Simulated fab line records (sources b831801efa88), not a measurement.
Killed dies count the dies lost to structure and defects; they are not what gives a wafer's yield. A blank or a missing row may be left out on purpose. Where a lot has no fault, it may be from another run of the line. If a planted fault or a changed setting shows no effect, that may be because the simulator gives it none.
Code-filled problem report in 8D (eight disciplines) form :: flow sky130 :: the parts of the form that need people (team, actions taken, sign-off) are left out

## 1. PROBLEM STATEMENT
Mean SD_P_TW at SKY_SD_P_TW_MEAS_11: 2676 over 6 wafers in 2 lots; fault-free wafers: 2829, standard deviation 24. Measured from the usual mean, that is -6.4 standard deviations.
Seen first at day 26 07:48 on film-metro-02, wafer L580.1. At this step, 30 wafers from 10 lots have a number in the record. The rule behind "out" and "out of limits": a value lying over 4 standard deviations away from the usual mean. The rest of the wafers with a number are treated as sound.

## 2. WHAT IT IS AND WHAT IT IS NOT
question: which readings at this step
is: SD_P_TW
is not: -

question: which lots
is: L580, L582
is not: L579, L591, L592, L593, L595, L598, L599, L600

question: which wafers of those lots
is: all that have a number
is not: -

question: read on which gauges
is: film-metro-02
is not: film-metro-01, film-metro-04

question: when
is: from day 26 07:48
is not: up to then (3 sound wafers); but 21 sound wafers of L591, L592, L593, L595, L598, L599, L600 came after

## 3. SUSPECTS, AND WHAT RULES EACH OUT
Counting: a tool at a process step up to the reading stays a suspect if it ran every lot that is out and no sound lot after the first of them.
- the gauge at SKY_SD_P_TW_MEAS_11: ruled out. All the wafers that are out were read on film-metro-02, but those of them that SKY_SD_P_IMPLANT_09 has rows for are out there too, on other tools.
- implanter-01 at SKY_SD_P_IMPLANT_09: ruled out as a lasting fault. Following L580 (day 26 07:33), the first lot on it that is out, the sound lots L591, L598, L600 were run on it.
Left after counting: nothing in the record.

## 4. THE CAUSE (what the simulator had put in)
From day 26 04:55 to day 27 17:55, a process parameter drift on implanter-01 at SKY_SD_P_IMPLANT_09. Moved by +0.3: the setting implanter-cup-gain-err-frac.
The count ruled it out by mistake, since the rule takes a fault to strike every lot its tool runs from the start of the fault on, and this one did not do so.

## 5. SEQUENCE OF EFFECTS, ordered by route
Each row: a reading where the mean over the struck wafers with a number is more than 3 standard deviations away from the usual. Scope: only readings with a usual standard deviation given in the record; hours: median across lots of the time from each lot's start at the first step in this table that gives one to its start at this step; sigmas: change in usual standard deviations.
hours: 0
step: SKY_SD_P_IMPLANT_09
reading: beam-on-s
usual: 12.0 s
on struck wafers: 8.5
change: -3.5
sigmas: -4.2

hours: 0
step: SKY_SD_P_IMPLANT_09
reading: faraday-current-uA
usual: 13696
on struck wafers: 19168
change: +5472
sigmas: +5.8

hours: 0
step: SKY_SD_P_STRIP_10
reading: strip-time-to-endpoint-s
usual: 17.49 s
on struck wafers: 17.00
change: -0.49
sigmas: -12

hours: 0
step: SKY_SD_P_TW_MEAS_11
reading: SD_P_TW
usual: 2829
on struck wafers: 2676
change: -153
sigmas: -6.4

hours: 58
step: SKY_SD_N_RS_MEAS_17
reading: SD_P_RS
usual: 147.1 ohm/sq
on struck wafers: 151.2
change: +4.1
sigmas: +10
Process steps it contains:
- SKY_SD_P_IMPLANT_09
- SKY_SD_P_STRIP_10: strips in O2/N2.

## 6. WHAT WOULD HAVE CAUGHT IT SOONER
Counted from the fault's start at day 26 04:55, it took 3 hours until the first out-of-limits reading at a measuring or inspecting step in this record, taken at day 26 07:48.
At SKY_SD_P_IMPLANT_09, the tool's own readings (faraday-current-uA) were out on each struck wafer the step has a row for, so an alarm limit on them would have fired on the first such wafer.
